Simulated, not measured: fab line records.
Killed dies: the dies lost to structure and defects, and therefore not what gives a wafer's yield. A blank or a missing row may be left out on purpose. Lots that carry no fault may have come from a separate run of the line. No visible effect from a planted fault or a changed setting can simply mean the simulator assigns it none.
fab line records	flow sky130
record: lots: 6	wafers: 18	last-day: 50
route steps=708 shown LDD_HVN@268 LDD_HVP@278
lots that met no fault: from a run of the same line without faults
start-h: hours from the record's first day to the start of the lot's first wafer shown	wait-h: hours since the lot's step before	" unchanged from the row above	L1.1+2: one row covering several wafers at once	- value missing, or start not given	* or withheld: withheld	< > ~ a bound
route shown NAME@n: NAME is a module with steps in the file, n the number in the route of the first one	usual: mean and standard deviation over wafers with no fault	same: alike in all rows	chamber/n: place in a boat	sites: the reading at each site	_std_site: the values' standard deviation	_edge_site: outer sites' mean less inner sites'	radius-mm: how far each site lies from the wafer's centre	mask NAME#n: copy n	behind: the last tool/chamber to shape the wafer	hold: why the lot went on hold/how many hours it stayed there/how the hold came to an end	device: the transistor (n, p or np) that didn't switch	end of line: tests run on the same wafers once the route is complete	a step with no rows: only its recipe	killed: dies that structure and defects cost at the first sort, which is not the same as the wafer's yield	map: the dies of a wafer, with x for killed, . for not killed, _ for no die there
set.NAME: setting as actually run; set.NAME@STEP: the setting as run at that earlier step	model.NAME: the simulator's own value behind a step, which no gauge read
lots at some steps of the route; a table a step, a row a wafer
services: the hour from which a tool's chamber was out of use, counted from the record's first day as start-h (under 0 if before that day), plus the number of hours and why
== steps ==
step: SKY_LDD_HVN_HMDS_01
recipe: prime-time-s: 60	prime-temp-c: 120
step: SKY_LDD_HVN_COAT_02
recipe: resist: NOVOLAK	spin-rpm: 3000	resist-thk-nm: 300
step: SKY_LDD_HVN_SOFTBAKE_03
recipe: temp-c: 90	time-s: 60	resist: NOVOLAK
step: SKY_LDD_HVN_EXPOSE_04
recipe: mask-id: HVNTM	na: 0.6	source-shape: conventional	sigma-outer: 0.6	polarization: unpolarized	target-cd-nm: 700	dose-mj: 127
step: SKY_LDD_HVN_PEB_05
recipe: temp-c: withheld	time-s: *	resist: NOVOLAK
step: SKY_LDD_HVN_DEVELOP_06
recipe: resist: NOVOLAK	developer: TMAH	develop-time-s: 60	dev-temp-c: 23
step: SKY_LDD_HVN_OVL_MEAS_07
usual: LDD_HVN_OVL: -0.3/1.3
lot.wafer	tool	chamber	start-h	wait-h	LDD_HVN_OVL[nm]
L831.4	overlay-01	-	555.13	0.1	0.7
L831.5	"	-	"	"	1.4
L831.6	"	-	"	"	1.3
L832.1	overlay-02	-	560.80	0.1	-0.3
L832.5	"	-	"	"	0.1
L832.6	"	-	"	"	0.9
L838.1	overlay-01	-	609.25	0.1	1.6
L838.4	"	-	"	"	1.0
L838.5	"	-	"	"	1.7
L839.1	overlay-01	-	624.47	0.1	-0.6
L839.3	"	-	"	"	-0.1
L839.6	"	-	"	"	0.3
L840.3	overlay-02	-	626.61	0.1	-2.8
L840.4	"	-	"	"	-1.6
L840.6	"	-	"	"	-2.0
L844.2	overlay-02	-	660.67	0.1	-0.9
L844.3	"	-	"	"	-0.8
L844.5	"	-	"	"	-1.0
step: SKY_LDD_HVN_IMPLANT_08
recipe: species: P	energy-kev: 60	dose-cm2: 3e+13	tilt-deg: 40
step: SKY_LDD_HVN_STRIP_09
recipe: chemistry: O2/N2	power-w: 1400	pressure-mtorr: 1500	platen-temp-c: withheld	o2-flow-sccm: 3000	n2-flow-sccm: 300	overash-fraction: 0.5
usual: drypump-motor-current-A: 5.8/0.35	oes-product-au: 0.409/0.0042	strip-time-to-endpoint-s: 4.134/0.014
same: overash-fraction: 0.5
lot.wafer	tool	chamber	start-h	wait-h	drypump-motor-current-A	oes-product-au	rf-hours-counter-h	strip-time-to-endpoint-s
L831.4	plasma-asher-02	1	555.33	0.1	6.1	0.417	-	4.156
L831.5	"	0	"	"	5.6	0.404	-	4.140
L831.6	"	1	"	"	6.1	0.408	-	4.132
L832.1	plasma-asher-01	0	560.99	0.1	5.2	0.404	13	4.133
L832.5	"	1	"	"	5.8	0.409	-	4.133
L832.6	"	0	"	"	5.2	0.410	-	4.119
L838.1	plasma-asher-01	0	609.44	0.1	5.2	0.410	19	4.117
L838.4	"	1	"	"	5.8	0.406	-	4.141
L838.5	"	0	"	"	5.2	0.408	-	4.135
L839.1	plasma-asher-04	1	624.65	0.1	6.3	0.407	91	4.115
L839.3	"	1	"	"	6.2	0.406	-	4.118
L839.6	"	1	"	"	6.2	0.410	-	4.099
L840.3	plasma-asher-04	1	626.82	0.1	6.3	0.412	-	4.140
L840.4	"	0	"	"	5.6	0.407	-	4.124
L840.6	"	0	"	"	5.6	0.410	-	4.138
L844.2	plasma-asher-02	0	660.85	0.1	5.7	0.410	86	4.149
L844.3	"	1	"	"	6.1	0.405	-	4.124
L844.5	"	0	"	"	5.6	0.412	-	4.151
step: SKY_LDD_HVN_TW_MEAS_10
usual: LDD_HVN_TW: 1431/12
lot.wafer	tool	chamber	start-h	wait-h	LDD_HVN_TW
L831.4	film-metro-03	-	555.43	0.1	1430
L831.5	"	-	"	"	1441
L831.6	"	-	"	"	1435
L832.1	film-metro-03	-	561.09	0.1	1439
L832.5	"	-	"	"	1434
L832.6	"	-	"	"	1427
L838.1	film-metro-04	-	609.54	0.1	1438
L838.4	"	-	"	"	1446
L838.5	"	-	"	"	1442
L839.1	film-metro-01	-	624.75	0.1	1422
L839.3	"	-	"	"	1423
L839.6	"	-	"	"	1418
L840.3	film-metro-01	-	626.91	0.1	1420
L840.4	"	-	"	"	1417
L840.6	"	-	"	"	1417
L844.2	film-metro-03	-	660.96	0.1	1431
L844.3	"	-	"	"	1435
L844.5	"	-	"	"	1435
step: SKY_LDD_HVP_DEHYDRATE_00
recipe: temp-c: 200	time-s: 60
step: SKY_LDD_HVP_HMDS_01
recipe: prime-time-s: 60	prime-temp-c: 120
step: SKY_LDD_HVP_COAT_02
recipe: resist: NOVOLAK	spin-rpm: 3000	resist-thk-nm: 300
usual: chill-plate-temp-C: 23.01/0.12	dispense-pressure-kPa: 45.9/2.2	exhaust-pa: 45.3/0.96
lot.wafer	tool	chamber	start-h	wait-h	chill-plate-temp-C	dispense-pressure-kPa	exhaust-pa
L831.4	litho-track-04	-	569.97	0.1	-	-	-
L831.5	"	-	"	"	-	-	-
L831.6	"	-	"	"	-	-	-
L832.1	litho-track-02	-	575.77	0.1	-	-	-
L832.5	"	-	"	"	-	-	-
L832.6	"	-	"	"	-	-	-
L838.1	litho-track-04	0	625.10	0.1	22.92	49.2	45.5
L838.4	"	0	"	"	23.12	49.2	45.8
L838.5	"	0	"	"	23.06	49.3	46.0
L839.1	litho-track-02	0	639.07	0.1	23.05	44.0	45.2
L839.3	"	0	"	"	22.83	43.9	46.7
L839.6	"	0	"	"	22.92	44.0	44.2
L840.3	litho-track-02	0	640.97	0.1	23.18	44.0	44.8
L840.4	"	0	"	"	23.07	44.0	44.9
L840.6	"	0	"	"	22.96	44.0	44.9
L844.2	litho-track-04	0	674.73	0.1	23.12	49.2	43.9
L844.3	"	0	"	"	22.83	49.3	46.4
L844.5	"	0	"	"	22.92	49.3	45.6
step: SKY_LDD_HVP_SOFTBAKE_03
recipe: temp-c: 90	time-s: 60	resist: NOVOLAK
step: SKY_LDD_HVP_EXPOSE_04
recipe: mask-id: HVPTM	na: 0.6	source-shape: conventional	sigma-outer: 0.6	polarization: unpolarized	target-cd-nm: 700	dose-mj: 86
step: SKY_LDD_HVP_PEB_05
recipe: temp-c: withheld	time-s: *	resist: NOVOLAK
step: SKY_LDD_HVP_DEVELOP_06
recipe: resist: NOVOLAK	developer: TMAH	develop-time-s: 60	dev-temp-c: 23
step: SKY_LDD_HVP_OVL_MEAS_07
usual: LDD_HVP_OVL: 0.0/1.4
lot.wafer	tool	chamber	start-h	wait-h	LDD_HVP_OVL[nm]
L831.4	overlay-02	-	585.18	0.1	-
L831.5	"	-	"	"	-
L831.6	"	-	"	"	-
L832.1	overlay-01	-	591.25	0.1	-
L832.5	"	-	"	"	-
L832.6	"	-	"	"	-
L838.1	overlay-02	-	639.67	0.1	2.2
L838.4	"	-	"	"	-1.1
L838.5	"	-	"	"	-0.8
L839.1	overlay-01	-	653.80	0.1	1.1
L839.3	"	-	"	"	-0.1
L839.6	"	-	"	"	-1.0
L840.3	overlay-01	-	656.46	0.1	-0.1
L840.4	"	-	"	"	0.6
L840.6	"	-	"	"	0.6
L844.2	overlay-02	-	689.47	0.1	1.4
L844.3	"	-	"	"	-1.0
L844.5	"	-	"	"	-0.6
step: SKY_LDD_HVP_IMPLANT_08
recipe: species: B	energy-kev: 20	dose-cm2: 1.7e+13	tilt-deg: 17.9
== services ==
tool	chamber	start-h	hours	kind
plasma-asher-04	-	598.32	3.7	repair
== key ==
first-sign: step: SKY_LDD_HVP_COAT_02	reading: tool-record	direction: missing
effect: step: SKY_LDD_HVP_OVL_MEAS_07	reading: LDD_HVP_OVL	direction: missing
met-at SKY_LDD_HVP_COAT_02
struck-wafers L831.4,L831.5,L831.6,L832.1,L832.5,L832.6
sort-left-out L831.4,L831.5,L831.6,L832.1,L832.5,L832.6
tester-left-out L831,L832
fault: kind: skipped-step-whole	tool: litho-track-02,litho-track-04	chamber: -	onset-h: 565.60	steps: SKY_LDD_HVP_COAT_02	scope: struck-lots-only
tester-left-out: of these lots the tester's yield and bins aren't shown, on N5 and GAA mostly nor the transistor test; their killed dies are dies lost to structure and defects alone, not to doping, threshold or leakage, so they don't give the yield
sort-left-out: the simulated sort isn't trusted on such a fault, so these wafers' sort isn't shown, and their yield isn't known
